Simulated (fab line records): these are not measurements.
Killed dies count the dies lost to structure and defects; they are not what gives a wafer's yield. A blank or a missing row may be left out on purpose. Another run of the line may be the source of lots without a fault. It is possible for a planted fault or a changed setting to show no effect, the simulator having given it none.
Lot-split experiment + flow sfq_line + on a route of 325 steps: 5 lots, 23 wafers read

THE SPLIT ITSELF
At SFQ_TRILAYER_I4_CMP_CMP_100 (polishes SiO2), the setting leave_above_ref_nm was moved away from the recipe's 200 nm on 5 of the 23 wafers read, by -5.9% to +2.1%. For the rest of the wafers, this setting stayed at what the recipe calls for.

Between the split and the reading, the file records no step.

THE READING
thk_nm, in nm, at SFQ_TRILAYER_I4_METRO_MEASURE_101. On this fab line, fault-free wafers typically give 200.2 nm with a standard deviation of 1.3 nm.

| wafer  | tool, chamber at the split | leave_above_ref_nm as run, nm | against the recipe | thk_nm, nm | against lot-mates on the recipe |
|--------|----------------------------|-------------------------------|--------------------|------------|---------------------------------|
| L074.1 | cmp-02, 0                  | 200                           | recipe             | 201.7      | -                               |
| L074.4 | cmp-02, 3                  | 200                           | recipe             | 199.7      | -                               |
| L074.6 | cmp-02, 0                  | 200                           | recipe             | 201.0      | -                               |
| L077.1 | cmp-02, 2                  | 200                           | recipe             | 201.1      | -                               |
| L077.2 | cmp-02, 3                  | 200                           | recipe             | 198.6      | -                               |
| L077.4 | cmp-02, 0                  | 200                           | recipe             | 198.8      | -                               |
| L077.5 | cmp-02, 0                  | 200                           | recipe             | 199.8      | -                               |
| L077.6 | cmp-02, 1                  | 200                           | recipe             | 199.9      | -                               |
| L080.1 | cmp-01, 0                  | 204.2                         | +2.1%              | 203.3      | +2.0                            |
| L080.2 | cmp-01, 3                  | 204.2                         | +2.1%              | 204.8      | +3.5                            |
| L080.3 | cmp-01, 2                  | 200                           | recipe             | 201.2      | -                               |
| L080.5 | cmp-01, 3                  | 200                           | recipe             | 201.5      | -                               |
| L080.6 | cmp-01, 2                  | 204.2                         | +2.1%              | 205.3      | +4.0                            |
| L081.2 | cmp-02, 1                  | 200                           | recipe             | 197.2      | -                               |
| L081.3 | cmp-02, 2                  | 200                           | recipe             | 200.7      | -                               |
| L081.4 | cmp-02, 3                  | 200                           | recipe             | 198.8      | -                               |
| L081.5 | cmp-02, 0                  | 200                           | recipe             | 198.4      | -                               |
| L081.6 | cmp-02, 1                  | 200                           | recipe             | 198.3      | -                               |
| L083.1 | cmp-02, 0                  | 188.1                         | -5.9%              | 186.5      | -13.2                           |
| L083.2 | cmp-02, 2                  | 200                           | recipe             | 201.1      | -                               |
| L083.3 | cmp-02, 3                  | 200                           | recipe             | 199.3      | -                               |
| L083.4 | cmp-02, 1                  | 200                           | recipe             | 198.7      | -                               |
| L083.6 | cmp-02, 0                  | 188.1                         | -5.9%              | 187.1      | -12.6                           |

THE FIT
A straight line over all 23 wafers: thk_nm changes by +2.19 nm for each +1% of leave_above_ref_nm; r = +0.96; the points scatter about the line by 1.2 nm.
The same after taking each lot's own level away (the mean of its wafers on the recipe; 23 wafers): +2.05 nm for each +1%; r = +0.97; scatter 1 nm.
That fit puts the effect of the largest move of leave_above_ref_nm on the reading at 12 nm.
From 198.68 to 201.35 nm: that is the span of the lots' own levels, equal to 2.1 times the standard deviation above.
The two slopes are in agreement: the lot-to-lot level therefore moves the slope only a little.
Check: for one of the wafers moved furthest among these (-5.9%), held out of the fit, the line's prediction against its lot-mates is -11.8 nm. Against them it came out at -13.2 nm.

THE OTHER SPLITS THESE WAFERS WENT THROUGH
These wafers also went through other splits before the reading. Each is held against what the fit with the lots' levels taken away leaves over:
| other split on the same wafers                    | wafers away from the commonest value | r with thk_nm (lot level and that fit taken away) |
|---------------------------------------------------|--------------------------------------|---------------------------------------------------|
| SFQ_TRILAYER_I2_VIA_BARC_OPEN_VIA_ETCH_096 bias_w | 2                                    | -0.13                                             |
| SFQ_TRILAYER_I3_CMP_CMP_082 leave_above_ref_nm    | 11                                   | -0.45                                             |
| SFQ_TRILAYER_I3_VIA_LITHO_PEB_088 peb_time_s      | 8                                    | +0.13                                             |
| SFQ_TRILAYER_M4_DEP_SPUTTER_091 time_s            | 6                                    | -0.27                                             |
| SFQ_TRILAYER_M4_BARC_OPEN_METAL_ETCH_123 icp_w    | 7                                    | +0.19                                             |

THE WHOLE CHAIN: every reading that the file lists as answering this split, in the file's order
| step                                  | what it does                                          | reading                                                                                   | change (the file's fit)              | r (the file's) |
|---------------------------------------|-------------------------------------------------------|-------------------------------------------------------------------------------------------|--------------------------------------|----------------|
| SFQ_TRILAYER_I4_CMP_CMP_100           | polishes SiO2                                         | SiO2_of_TRILAYER_I4_DEP_PECVD_099.thk_nm (the simulator's own value, which no gauge read) | +2.07 nm for each +1% of the setting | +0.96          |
| SFQ_TRILAYER_I4_METRO_MEASURE_101     |                                                       | thk_nm                                                                                    | +2.09 nm for each +1% of the setting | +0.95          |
| SFQ_TRILAYER_I4_VIA_ETCH_VIA_ETCH_106 | etches SiO2 in CHF3, stops on Nb, target depth 260 nm | I4.feature_depth_nm (the simulator's own value, which no gauge read)                      | +2.07 nm for each +1% of the setting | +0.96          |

FILE'S OWN FIT
thk_nm changes by +2.09 nm for each +1% of leave_above_ref_nm, r = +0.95.
